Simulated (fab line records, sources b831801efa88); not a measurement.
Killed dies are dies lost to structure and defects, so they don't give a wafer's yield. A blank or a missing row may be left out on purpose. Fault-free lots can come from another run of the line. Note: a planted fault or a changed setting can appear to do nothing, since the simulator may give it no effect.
Chamber matching | flow sky130 | SKY_LI_CONTACT_ETCH_14 on rieDiel-03 has 4 sister chambers
The step etches BARC in N2/H2, stops on SiO2, time 44.54 s, target depth 60 nm. 8 wafers are shown with their chamber, then 9 later ones without.

== WAFERS WITH THEIR CHAMBER ==
wafer  | chamber | drypumpMotorCurrentA (A) | throttleValvePct (%)
L075.4 | 1       | 6.0                      | 13.233
L081.3 | 1       | 6.0                      | 13.239
L082.1 | 2       | 5.2                      | 13.217
L086.4 | 2       | 5.2                      | 13.210
L086.6 | 3       | 6.1                      | 13.235
L089.3 | 0       | 5.0                      | 13.228
L089.4 | 0       | 4.9                      | 13.223
L089.5 | 3       | 6.1                      | 13.223

== WAFERS MISSING THEIR CHAMBER ==
wafer  | drypumpMotorCurrentA (A) | throttleValvePct (%)
L093.2 | 5.0                      | 13.217
L093.3 | 6.1                      | 13.225
L093.5 | 6.0                      | 13.250
L095.1 | 4.9                      | 13.212
L095.2 | 5.2                      | 13.236
L095.4 | 6.1                      | 13.221
L097.2 | 6.1                      | 13.208
L097.3 | 5.0                      | 13.245
L097.5 | 6.0                      | 13.222

== EACH ONE'S CHAMBER ==
wafer  | from the rows above     | in truth
L093.2 | 0                       | 0
L093.3 | 3                       | 3
L093.5 | 1                       | 1
L095.1 | 0                       | 0
L095.2 | 2                       | 2
L095.4 | 3                       | 3
L097.2 | can't be placed: 3 or 1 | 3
L097.3 | 0                       | 0
L097.5 | can't be placed: 1 or 3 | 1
7 of 9 placed correctly. Not placeable from these rows: 2 (in 2, the candidates include the true chamber). Wrongly placed: 0.
How it was worked out, from the rows above alone: a wafer's distance from a chamber is the root of the sum, over the readings, of the square of ((its reading less the chamber's mean) divided by the reading's scatter). The wafer belongs to the nearest chamber; if the next one is less than 2 further off, it can't be placed. The mean given for a chamber averages the wafers shown for that chamber. How the scatter is found: for the shown wafers, subtract from each reading the mean of its chamber, square and add these, divide the total by (wafers less chambers), then take the root.
